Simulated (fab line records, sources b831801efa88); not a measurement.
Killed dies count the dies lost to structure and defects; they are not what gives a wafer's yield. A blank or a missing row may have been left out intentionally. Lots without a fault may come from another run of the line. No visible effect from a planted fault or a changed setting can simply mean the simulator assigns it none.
fab line records	flow sky130
[record] lots = 24	wafers = 72	lastDay = 50
route steps=708 shown POLY_GATE@229 VIA1@460 METAL2@500 VIA2@508 VIA3@576
lots that met no fault: taken from a fault-free run of the same line
startH: hours from the record's opening day to when the first of the lot's shown wafers began	waitH: hours elapsed since this lot's preceding step	" the same as in the row above	L1.1+2: a row that stands for several wafers	- no value, or no start was given	* or withheld: withheld	< > ~ a bound
route shown NAME@n: a module of which the file shows steps, and the number in the route of the first	usual: average and standard deviation across the fault-free wafers	same: alike in all rows	chamber/n: place in a boat	sites: the reading at each site	_std_site: how widely they spread, as a standard deviation	_edge_site: mean of outer sites minus mean of inner sites	radiusMm: how far each site lies from the wafer's centre	mask NAME#n: copy n	behind: the most recent tool/chamber to have shaped the wafer	hold: what put the lot on hold/how long, in hours/how the hold closed	device: names the non-switching transistor (n, p or np)	end of line: the route-end tests of the same wafers	where a step has no rows: the recipe by itself	killed: at the first sort, the dies lost to defects and structure; wafer yield is something else	map: per-die view of a wafer (x killed, . not killed, _ where there is no die)
set.NAME: the setting as run; set.NAME@STEP: as run at that earlier step	model.NAME: the simulator's own value behind a step, which no gauge read
a sample of lots followed through the steps of the route, with each step as a table and each wafer as a row
services: the hour from which a tool's chamber was out of use, counted from the record's first day as startH (under 0 if before that day), plus the number of hours and why
[[steps]]
[step SKY_POLY_GATE_ETCH_15]
[recipe] chemistry = N2/H2	target = BARC	ionEnergyEv = 200	sourceW = 500	biasW = 100	pressureMtorr = 30	n2FlowSccm = 100	h2FlowSccm = 200	stopOn = SiO2	timeS = 118.5	targetDepthA = 1100
[usual] chamberPressureMTorr = 30.003/0.029	drypumpMotorCurrentA = 5.5/0.34	oesProductAu = 0.717/0.0047	throttleValvePct = 13.211/0.0097
lot.wafer	tool	chamber	startH	waitH	chamberPressureMTorr	drypumpMotorCurrentA	oesProductAu	rfHoursCounterH	throttleValvePct
L074.1	rieDiel-04	2	376.81	0.0	30.038	5.4	0.708	2	13.211
L074.3	"	3	"	"	30.054	5.3	0.715	74	13.221
L074.4	"	0	"	"	30.021	5.3	0.712	37	13.231
L075.1	rieDiel-04	2	382.21	0.0	30.040	5.4	0.712	2	13.199
L075.2	"	0	"	"	29.955	5.2	0.718	37	13.224
L075.5	"	2	"	"	29.965	5.4	0.714	-	13.222
L076.2	rieDiel-01	3	382.28	0.0	30.023	5.8	0.719	59	13.198
L076.3	"	1	"	"	29.989	5.4	0.724	4	13.202
L076.4	"	2	"	"	29.994	6.0	0.721	1	13.227
L077.1	rieDiel-04	0	402.21	0.0	29.973	5.3	0.724	37	13.221
L077.3	"	2	"	"	29.973	5.4	0.715	3	13.215
L077.5	"	3	"	"	29.981	5.3	0.718	-	13.211
L078.4	rieDiel-02	1	410.78	0.0	29.998	6.4	0.715	3	13.208
L078.5	"	2	"	"	30.007	4.9	0.718	-	13.186
L078.6	"	1	"	"	30.014	6.4	0.715	-	13.205
L079.1	rieDiel-01	1	423.51	0.0	30.006	5.4	0.712	5	13.208
L079.4	"	2	"	"	30.027	5.9	0.716	2	13.223
L079.5	"	0	"	"	30.017	5.6	0.717	-	13.202
L080.3	rieDiel-04	1	426.78	0.0	29.993	5.1	0.714	13	13.219
L080.4	"	0	"	"	30.053	5.2	0.709	38	13.201
L080.5	"	3	"	"	30.031	5.3	0.723	-	13.225
L081.1	rieDiel-04	3	428.38	0.0	30.022	5.3	0.716	75	13.221
L081.2	"	2	"	"	29.976	5.4	0.709	3	13.211
L081.5	"	2	"	"	30.002	5.4	0.708	-	13.204
L082.1	rieDiel-02	0	443.38	0.0	30.014	5.5	0.715	2	13.208
L082.2	"	3	"	"	29.982	5.7	0.720	4	13.211
L082.6	"	3	"	"	30.014	5.7	0.721	-	13.222
L083.3	rieDiel-04	2	448.66	0.0	29.973	5.4	0.717	4	13.211
L083.5	"	0	"	"	29.948	5.2	0.724	-	13.200
L083.6	"	2	"	"	30.044	5.4	0.718	-	13.209
L085.1	rieDiel-02	1	457.48	0.0	29.994	6.4	0.712	4	13.189
L085.4	"	3	"	"	29.971	5.7	0.710	4	13.208
L085.5	"	3	"	"	30.036	5.7	0.716	-	13.209
L084.1	rieDiel-04	2	457.71	0.0	30.004	5.4	0.716	4	13.213
L084.2	"	3	"	"	30.009	5.3	0.726	75	13.223
L084.6	"	3	"	"	29.935	5.3	0.716	-	13.216
L086.3	rieDiel-01	0	470.63	0.0	29.989	5.6	0.715	54	13.199
L086.4	"	1	"	"	30.063	5.4	0.714	6	13.215
L086.5	"	3	"	"	29.989	5.8	0.722	-	13.211
L087.1	rieDiel-01	2	480.70	0.0	30.015	5.9	0.718	3	13.197
L087.2	"	0	"	"	29.982	5.7	0.722	54	13.210
L087.3	"	1	"	"	30.023	5.4	0.720	6	13.207
L088.1	rieDiel-01	1	485.16	0.0	30.034	5.4	0.714	7	13.217
L088.2	"	0	"	"	29.996	5.6	0.711	54	13.219
L088.5	"	3	"	"	30.013	5.8	0.713	-	13.215
L089.1	rieDiel-04	1	498.98	0.0	30.055	5.1	0.719	15	13.207
L089.3	"	0	"	"	29.986	5.2	0.714	40	13.221
L089.6	"	1	"	"	30.006	5.1	0.717	-	13.210
L090.1	rieDiel-01	3	513.98	0.0	30.002	5.8	0.716	61	13.218
L090.3	"	1	"	"	29.988	5.4	0.716	7	13.230
L090.6	"	1	"	"	29.975	5.4	0.716	-	13.204
L091.1	rieDiel-02	2	533.20	0.0	30.023	4.9	0.720	0	13.200
L091.2	"	1	"	"	30.006	6.4	0.722	5	13.218
L091.4	"	3	"	"	29.956	5.7	0.713	5	13.196
L092.2	rieDiel-04	0	534.15	0.0	29.993	5.2	0.722	40	13.203
L092.3	"	1	"	"	30.028	5.2	0.714	15	13.220
L092.4	"	2	"	"	30.019	5.4	0.713	5	13.221
L093.2	rieDiel-02	0	534.50	0.0	30.021	5.5	0.712	4	13.203
L093.4	"	1	"	"	29.997	6.4	0.713	5	13.222
L093.5	"	0	"	"	29.993	5.5	0.715	-	13.203
L094.4	rieDiel-02	2	541.55	0.0	29.971	4.9	0.721	1	13.227
L094.5	"	3	"	"	29.917	5.7	0.718	-	13.220
L094.6	"	0	"	"	29.977	5.5	0.732	-	13.203
L095.1	rieDiel-01	2	552.05	0.0	30.077	6.0	0.713	4	13.218
L095.5	"	2	"	"	29.999	6.0	0.718	-	13.219
L095.6	"	3	"	"	30.042	5.8	0.719	-	13.204
L096.1	rieDiel-01	3	562.15	0.0	29.972	5.8	0.708	61	13.211
L096.2	"	1	"	"	29.981	5.4	0.723	8	13.210
L096.4	"	0	"	"	30.009	5.7	0.717	55	13.225
L097.3	rieDiel-04	1	567.15	0.0	29.980	5.1	0.722	16	13.209
L097.4	"	0	"	"	30.061	5.3	0.730	41	13.223
L097.5	"	3	"	"	30.012	5.3	0.726	-	13.201
[step SKY_VIA1_CMP_02]
[recipe] material = SiO2	downForcePsi = 4	platenRpm = 60	padVelocityMS = 0.94248
[usual] motorCurrentA = 12.2/1.4	slurryFlowMlMin = 150.0/0.5
lot.wafer	tool	chamber	startH	waitH	motorCurrentA	slurryFlowMlMin
L074.3	cmp-01	2	768.63	0.0	12.0	149.6
L074.1	"	3	"	"	14.5	149.4
L074.4	"	1	"	"	9.9	150.4
L075.1	cmp-02	3	775.14	0.1	10.6	150.0
L075.2	"	1	"	"	13.0	150.0
L075.5	"	3	"	"	11.4	150.0
L076.4	cmp-01	2	775.55	0.0	12.5	149.7
L076.3	"	0	"	"	12.5	150.1
L076.2	"	1	"	"	10.1	149.7
L077.1	cmp-01	1	793.94	0.2	9.7	150.1
L077.3	"	2	"	"	12.2	150.4
L077.5	"	1	"	"	10.3	150.4
L078.4	cmp-02	2	799.77	0.2	11.4	149.2
L078.5	"	3	"	"	11.2	149.8
L078.6	"	0	"	"	13.9	150.3
L079.4	cmp-01	2	810.03	0.0	11.8	150.4
L079.1	"	1	"	"	10.3	150.9
L079.5	"	3	"	"	14.8	148.6
L080.4	cmp-01	3	813.71	0.1	14.2	151.1
L080.3	"	0	"	"	12.1	150.5
L080.5	"	1	"	"	9.9	150.4
L081.2	cmp-02	3	817.53	0.8	11.0	150.0
L081.1	"	1	"	"	12.9	149.2
L081.5	"	3	"	"	11.5	150.0
L082.1	cmp-02	1	826.75	0.1	12.6	150.8
L082.2	"	2	"	"	10.7	149.9
L082.6	"	1	"	"	13.1	150.4
L083.3	cmp-02	0	834.34	0.0	13.5	150.0
L083.6	"	0	"	"	13.5	149.3
L083.5	"	1	"	"	13.2	151.0
L085.1	cmp-01	1	842.62	0.1	10.0	149.3
L085.4	"	2	"	"	11.8	150.8
L085.5	"	0	"	"	12.3	149.6
L084.1	cmp-01	3	843.56	0.1	13.7	150.2
L084.2	"	1	"	"	10.2	150.7
L084.6	"	2	"	"	12.3	149.5
L086.4	cmp-01	3	850.78	0.0	14.4	149.4
L086.3	"	0	"	"	11.6	149.2
L086.5	"	3	"	"	14.3	149.2
L087.2	cmp-02	0	859.26	0.1	13.4	149.3
L087.1	"	1	"	"	13.4	150.9
L087.3	"	2	"	"	11.0	150.2
L088.2	cmp-02	0	863.48	0.1	13.8	150.5
L088.1	"	1	"	"	13.1	149.7
L088.5	"	3	"	"	12.1	149.9
L089.1	cmp-01	0	875.84	0.1	12.6	149.3
L089.3	"	2	"	"	12.6	149.3
L089.6	"	1	"	"	10.3	149.5
L090.1	cmp-01	1	886.90	0.1	9.7	150.0
L090.3	"	3	"	"	13.6	149.1
L090.6	"	0	"	"	12.0	150.2
L091.1	cmp-02	0	904.86	0.1	13.7	149.8
L091.4	"	1	"	"	13.4	150.3
L091.2	"	2	"	"	11.0	150.7
L093.2	cmp-02	1	905.81	0.1	12.2	149.5
L093.4	"	2	"	"	11.1	149.5
L093.5	"	1	"	"	13.1	149.8
L092.2	cmp-02	0	906.63	0.0	13.6	149.7
L092.3	"	1	"	"	13.6	149.4
L092.4	"	3	"	"	12.3	150.5
L094.4	cmp-01	0	909.81	0.1	12.0	150.6
L094.5	"	3	"	"	14.7	150.3
L094.6	"	0	"	"	12.0	149.7
L095.1	cmp-02	3	921.32	0.1	12.0	149.8
L095.5	"	2	"	"	11.5	149.6
L095.6	"	3	"	"	11.5	150.2
L096.1	cmp-01	2	927.40	0.2	12.2	149.8
L096.4	"	3	"	"	14.0	150.3
L096.2	"	0	"	"	11.4	150.5
L097.4	cmp-01	1	934.37	0.0	9.8	149.0
L097.3	"	2	"	"	12.3	150.2
L097.5	"	1	"	"	10.5	150.1
[step SKY_VIA1_OVL_MEAS_13]
[usual] VIA1_OVL = 1/5.5
lot.wafer	tool	chamber	startH	waitH	VIA1_OVL[nm]
L074.1	overlay-01	-	796.34	0.1	-3
L074.3	"	-	"	"	-1
L074.4	"	-	"	"	-3
L075.1	overlay-02	-	802.87	0.1	8
L075.2	"	-	"	"	3
L075.5	"	-	"	"	0
L076.2	overlay-01	-	802.95	0.1	2
L076.3	"	-	"	"	-9
L076.4	"	-	"	"	0
L077.1	overlay-01	-	820.57	0.1	-8
L077.3	"	-	"	"	-4
L077.5	"	-	"	"	3
L078.4	overlay-01	-	825.38	0.1	4
L078.5	"	-	"	"	3
L078.6	"	-	"	"	4
L079.1	overlay-02	-	835.75	0.1	12
L079.4	"	-	"	"	10
L079.5	"	-	"	"	13
L080.3	overlay-02	-	838.71	0.1	6
L080.4	"	-	"	"	-5
L080.5	"	-	"	"	-5
L081.1	overlay-01	-	842.72	0.1	7
L081.2	"	-	"	"	3
L081.5	"	-	"	"	-2
L082.1	overlay-02	-	853.92	0.1	-4
L082.2	"	-	"	"	-1
L082.6	"	-	"	"	3
L083.3	overlay-02	-	861.10	0.1	3
L083.5	"	-	"	"	5
L083.6	"	-	"	"	9
L085.1	overlay-02	-	868.47	0.1	4
L085.4	"	-	"	"	-3
L085.5	"	-	"	"	1
L084.1	overlay-01	-	870.14	0.1	-1
L084.2	"	-	"	"	7
L084.6	"	-	"	"	5
L086.3	overlay-01	-	877.48	0.1	2
L086.4	"	-	"	"	2
L086.5	"	-	"	"	5
L087.1	overlay-02	-	885.42	0.1	-4
L087.2	"	-	"	"	2
L087.3	"	-	"	"	6
L088.1	overlay-02	-	889.65	0.1	0
L088.2	"	-	"	"	-6
L088.5	"	-	"	"	1
L089.1	overlay-02	-	900.37	0.1	-7
L089.3	"	-	"	"	-2
L089.6	"	-	"	"	1
L090.1	overlay-01	-	911.55	0.1	-15
L090.3	"	-	"	"	-7
L090.6	"	-	"	"	-6
L091.1	overlay-01	-	929.55	0.1	12
L091.2	"	-	"	"	8
L091.4	"	-	"	"	1
L093.2	overlay-01	-	931.10	0.1	5
L093.4	"	-	"	"	5
L093.5	"	-	"	"	10
L092.2	overlay-02	-	931.81	0.1	-3
L092.3	"	-	"	"	5
L092.4	"	-	"	"	5
L094.4	overlay-02	-	934.46	0.1	9
L094.5	"	-	"	"	-2
L094.6	"	-	"	"	4
L095.1	overlay-02	-	945.87	0.1	2
L095.5	"	-	"	"	3
L095.6	"	-	"	"	5
L096.1	overlay-01	-	952.75	0.1	2
L096.2	"	-	"	"	18
L096.4	"	-	"	"	13
L097.3	overlay-01	-	958.63	0.1	-4
L097.4	"	-	"	"	-8
L097.5	"	-	"	"	-5
[step SKY_METAL2_DESCUM_17]
[recipe] chemistry = O2	sourcePowerW = 150	biasPowerW = 0	pressureMtorr = 10	tempC = 40	timeS = 8
[usual] chamberPressureMTorr = 10.000/0.0088	drypumpMotorCurrentA = 5.43/0.29	oesProductAu = 0.997/0.0073
lot.wafer	tool	chamber	startH	waitH	chamberPressureMTorr	drypumpMotorCurrentA	oesProductAu	rfHoursCounterH
L074.1	rieMetal-02	1	824.15	0.0	10.004	5.43	1.007	15
L074.3	"	0	"	"	9.996	5.09	1.002	-
L074.4	"	1	"	"	9.980	5.44	0.998	-
L075.1	rieMetal-04	1	828.63	0.0	10.009	5.66	0.989	15
L075.2	"	0	"	"	9.989	4.85	0.985	17
L075.5	"	0	"	"	10.008	4.86	0.988	-
L076.2	rieMetal-03	1	829.00	0.0	9.985	5.76	0.998	5
L076.3	"	1	"	"	10.001	5.77	0.989	-
L076.4	"	0	"	"	10.009	5.63	0.998	-
L077.1	rieMetal-03	1	847.48	0.0	9.997	5.71	0.999	6
L077.3	"	1	"	"	10.008	5.75	0.994	-
L077.5	"	1	"	"	9.994	5.76	0.999	-
L078.4	rieMetal-02	1	853.89	0.0	9.996	5.44	0.987	-
L078.5	"	1	"	"	10.003	5.45	1.004	-
L078.6	"	0	"	"	9.988	5.14	0.996	-
L079.1	rieMetal-03	1	864.20	0.0	9.990	5.77	0.990	7
L079.4	"	1	"	"	9.995	5.77	1.003	-
L079.5	"	0	"	"	9.991	5.61	0.999	-
L080.3	rieMetal-02	0	866.74	0.0	9.992	5.11	1.004	-
L080.4	"	1	"	"	10.016	5.45	1.001	-
L080.5	"	0	"	"	9.984	5.09	1.003	-
L081.1	rieMetal-03	1	870.35	0.0	9.986	5.77	0.991	7
L081.2	"	0	"	"	10.013	5.61	0.987	6
L081.5	"	1	"	"	9.995	5.81	0.974	-
L082.1	rieMetal-02	0	881.30	0.0	10.007	5.11	0.995	10
L082.2	"	1	"	"	9.996	5.42	0.997	18
L082.6	"	1	"	"	10.019	5.40	1.002	-
L083.3	rieMetal-02	0	887.41	0.0	10.005	5.11	1.002	-
L083.5	"	0	"	"	10.005	5.12	0.994	-
L083.6	"	1	"	"	9.994	5.45	0.995	-
L085.1	rieMetal-02	0	895.10	0.0	9.987	5.14	1.000	11
L085.4	"	0	"	"	10.006	5.13	0.995	-
L085.5	"	0	"	"	9.994	5.13	0.999	-
L084.1	rieMetal-02	0	897.90	0.0	10.009	5.10	1.001	11
L084.2	"	1	"	"	9.994	5.46	0.997	19
L084.6	"	0	"	"	9.996	5.12	0.991	-
L086.3	rieMetal-04	1	904.55	0.0	10.014	5.73	1.000	-
L086.4	"	1	"	"	10.016	5.69	1.010	-
L086.5	"	1	"	"	10.009	5.72	0.997	-
L087.1	rieMetal-03	0	912.07	0.0	10.007	5.62	0.996	8
L087.2	"	1	"	"	10.013	5.78	0.988	9
L087.3	"	1	"	"	10.004	5.74	0.994	-
L088.1	rieMetal-03	1	916.48	0.0	9.994	5.72	0.985	9
L088.2	"	0	"	"	9.994	5.62	0.999	8
L088.5	"	0	"	"	10.002	5.61	0.987	-
L089.1	rieMetal-02	1	926.05	0.0	10.013	5.48	0.998	20
L089.3	"	1	"	"	10.000	5.47	1.009	-
L089.6	"	1	"	"	9.996	5.46	1.001	-
L090.1	rieMetal-03	0	942.10	0.0	9.989	5.62	0.987	9
L090.3	"	0	"	"	10.012	5.61	0.993	-
L090.6	"	1	"	"	10.006	5.76	0.985	-
L091.1	rieMetal-03	0	955.30	0.0	9.998	5.59	0.988	10
L091.2	"	1	"	"	9.988	5.72	0.989	11
L091.4	"	1	"	"	9.997	5.77	1.002	-
L093.2	rieMetal-04	1	957.23	0.0	9.994	5.69	0.992	1
L093.4	"	1	"	"	9.996	5.68	1.006	-
L093.5	"	0	"	"	9.999	4.87	1.003	-
L092.2	rieMetal-02	1	957.58	0.0	9.992	5.46	1.010	0
L092.3	"	0	"	"	10.005	5.16	0.989	-
L092.4	"	1	"	"	10.002	5.44	0.994	-
L094.4	rieMetal-04	1	960.69	0.0	9.991	5.71	0.988	-
L094.5	"	0	"	"	10.006	4.87	1.005	-
L094.6	"	1	"	"	10.015	5.71	0.998	-
L095.1	rieMetal-02	1	971.66	0.0	10.003	5.47	1.001	1
L095.5	"	0	"	"	9.991	5.11	0.996	-
L095.6	"	1	"	"	10.008	5.45	1.006	-
L096.1	rieMetal-02	0	978.78	0.0	10.000	5.12	0.996	16
L096.2	"	1	"	"	10.004	5.46	1.018	1
L096.4	"	0	"	"	9.993	5.14	0.998	-
L097.3	rieMetal-04	0	983.91	0.0	10.003	4.84	1.005	-
L097.4	"	1	"	"	9.989	5.69	0.998	-
L097.5	"	1	"	"	10.005	5.72	1.003	-
[step SKY_VIA2_THK_MEAS_01]
[recipe] reads = SiO2_of_VIA2_HDPCVD_00
[usual] VIA2_HDPCVD_THK = 1173/12
lot.wafer	tool	chamber	startH	waitH	VIA2_HDPCVD_THK[nm]
L074.1	filmMetro-01	-	825.05	0.1	1172
L074.3	"	-	"	"	1177
L074.4	"	-	"	"	1178
L075.1	filmMetro-01	-	829.54	0.1	1181
L075.2	"	-	"	"	1181
L075.5	"	-	"	"	1175
L076.2	filmMetro-01	-	829.92	0.1	1205
L076.3	"	-	"	"	1167
L076.4	"	-	"	"	1183
L077.1	filmMetro-04	-	848.38	0.1	1202
L077.3	"	-	"	"	1189
L077.5	"	-	"	"	1184
L078.4	filmMetro-03	-	854.81	0.0	1162
L078.5	"	-	"	"	1151
L078.6	"	-	"	"	1173
L079.1	filmMetro-03	-	865.11	0.1	1206
L079.4	"	-	"	"	1171
L079.5	"	-	"	"	1187
L080.3	filmMetro-04	-	867.65	0.1	1167
L080.4	"	-	"	"	1170
L080.5	"	-	"	"	1179
L081.1	filmMetro-04	-	871.29	0.1	1157
L081.2	"	-	"	"	1171
L081.5	"	-	"	"	1160
L082.1	filmMetro-04	-	882.28	0.1	1157
L082.2	"	-	"	"	1171
L082.6	"	-	"	"	1155
L083.3	filmMetro-04	-	888.33	0.1	1187
L083.5	"	-	"	"	1181
L083.6	"	-	"	"	1196
L085.1	filmMetro-04	-	896.01	0.1	1170
L085.4	"	-	"	"	1184
L085.5	"	-	"	"	1178
L084.1	filmMetro-04	-	898.81	0.1	1167
L084.2	"	-	"	"	1163
L084.6	"	-	"	"	1163
L086.3	filmMetro-04	-	905.64	0.1	1174
L086.4	"	-	"	"	1171
L086.5	"	-	"	"	1178
L087.1	filmMetro-01	-	912.98	0.1	1187
L087.2	"	-	"	"	1186
L087.3	"	-	"	"	1177
L088.1	filmMetro-03	-	917.40	0.1	1176
L088.2	"	-	"	"	1192
L088.5	"	-	"	"	1169
L089.1	filmMetro-04	-	926.99	0.1	1161
L089.3	"	-	"	"	1167
L089.6	"	-	"	"	1172
L090.1	filmMetro-04	-	943.01	0.1	1150
L090.3	"	-	"	"	1162
L090.6	"	-	"	"	1162
L091.1	filmMetro-04	-	956.21	0.1	1159
L091.2	"	-	"	"	1151
L091.4	"	-	"	"	1163
L093.2	filmMetro-01	-	958.14	0.1	1171
L093.4	"	-	"	"	1164
L093.5	"	-	"	"	1155
L092.2	filmMetro-01	-	958.55	0.1	1174
L092.3	"	-	"	"	1177
L092.4	"	-	"	"	1171
L094.4	filmMetro-03	-	961.61	0.0	1170
L094.5	"	-	"	"	1180
L094.6	"	-	"	"	1164
L095.1	filmMetro-01	-	972.56	0.1	1179
L095.5	"	-	"	"	1188
L095.6	"	-	"	"	1190
L096.1	filmMetro-03	-	979.79	0.1	1171
L096.2	"	-	"	"	1168
L096.4	"	-	"	"	1158
L097.3	filmMetro-01	-	984.83	0.1	1184
L097.4	"	-	"	"	1181
L097.5	"	-	"	"	1179
[step SKY_VIA3_BOW_MEAS_03]
[recipe] mode = bow
[usual] VIA3_BOW = 80/7.9
lot.wafer	tool	chamber	startH	waitH	VIA3_BOW[um]
L074.1	filmMetro-02	-	907.23	0.1	86
L074.3	"	-	"	"	80
L074.4	"	-	"	"	74
L075.1	filmMetro-02	-	911.36	0.1	99
L075.2	"	-	"	"	91
L075.5	"	-	"	"	88
L076.2	filmMetro-01	-	916.34	0.3	82
L076.3	"	-	"	"	87
L076.4	"	-	"	"	76
L077.1	filmMetro-01	-	928.41	0.2	75
L077.3	"	-	"	"	77
L077.5	"	-	"	"	72
L078.4	filmMetro-02	-	934.87	0.2	83
L078.5	"	-	"	"	74
L078.6	"	-	"	"	74
L079.1	filmMetro-01	-	944.60	0.3	75
L079.4	"	-	"	"	92
L079.5	"	-	"	"	67
L080.3	filmMetro-02	-	946.29	0.1	88
L080.4	"	-	"	"	78
L080.5	"	-	"	"	64
L081.1	filmMetro-02	-	951.13	0.1	90
L081.2	"	-	"	"	73
L081.5	"	-	"	"	68
L082.1	filmMetro-02	-	961.08	0.1	74
L082.2	"	-	"	"	80
L082.6	"	-	"	"	68
L083.3	filmMetro-01	-	968.84	0.1	88
L083.5	"	-	"	"	65
L083.6	"	-	"	"	74
L085.1	filmMetro-01	-	973.23	0.2	70
L085.4	"	-	"	"	82
L085.5	"	-	"	"	83
L084.1	filmMetro-02	-	977.26	0.1	73
L084.2	"	-	"	"	85
L084.6	"	-	"	"	91
L086.3	filmMetro-02	-	982.71	0.1	91
L086.4	"	-	"	"	89
L086.5	"	-	"	"	93
L087.1	filmMetro-01	-	992.85	0.2	79
L087.2	"	-	"	"	76
L087.3	"	-	"	"	75
L088.1	filmMetro-02	-	993.20	0.2	83
L088.2	"	-	"	"	86
L088.5	"	-	"	"	86
L089.1	filmMetro-03	-	1004.18	0.1	88
L089.3	"	-	"	"	74
L089.6	"	-	"	"	72
L090.1	filmMetro-02	-	1016.98	0.2	77
L090.3	"	-	"	"	85
L090.6	"	-	"	"	80
L091.1	filmMetro-02	-	1030.07	0.2	85
L091.2	"	-	"	"	72
L091.4	"	-	"	"	81
L093.2	filmMetro-03	-	1032.45	0.2	86
L093.4	"	-	"	"	84
L093.5	"	-	"	"	89
L092.2	filmMetro-02	-	1032.70	0.2	80
L092.3	"	-	"	"	69
L092.4	"	-	"	"	68
L094.4	filmMetro-01	-	1036.21	0.4	92
L094.5	"	-	"	"	74
L094.6	"	-	"	"	87
L095.1	filmMetro-03	-	1044.96	0.1	91
L095.5	"	-	"	"	85
L095.6	"	-	"	"	90
L096.1	filmMetro-01	-	1054.16	0.2	75
L096.2	"	-	"	"	71
L096.4	"	-	"	"	69
L097.3	filmMetro-01	-	1058.05	0.2	83
L097.4	"	-	"	"	75
L097.5	"	-	"	"	84
[[services]]
tool	chamber	startH	hours	kind
cmp-01	-	358.12	1.9	repair
cmp-02	-	363.42	1.1	repair
cmp-02	-	370.08	23.2	repair
cmp-02	-	387.91	1.1	repair
cmp-02	-	391.21	0.7	repair
rieMetal-02	-	395.55	2.8	pm
cmp-01	-	404.07	4.0	pm
cmp-02	-	423.65	2.1	repair
cmp-02	-	527.11	0.3	repair
cmp-02	-	548.88	5.5	pm
cmp-02	-	554.97	1.2	repair
cmp-01	-	565.47	2.1	repair
cmp-02	-	572.02	4.0	pm
cmp-02	-	572.37	0.9	repair
cmp-01	-	601.89	0.4	repair
cmp-01	-	619.25	4.5	pm
rieMetal-02	-	623.78	14.6	pm
cmp-01	-	628.04	1.0	repair
cmp-02	-	635.84	5.8	pm
cmp-01	-	744.07	4.0	pm
cmp-01	-	822.74	0.8	repair
cmp-01	-	906.57	0.6	repair
cmp-01	-	911.36	4.8	pm
cmp-01	-	974.77	0.5	repair
[[key]]
fault none
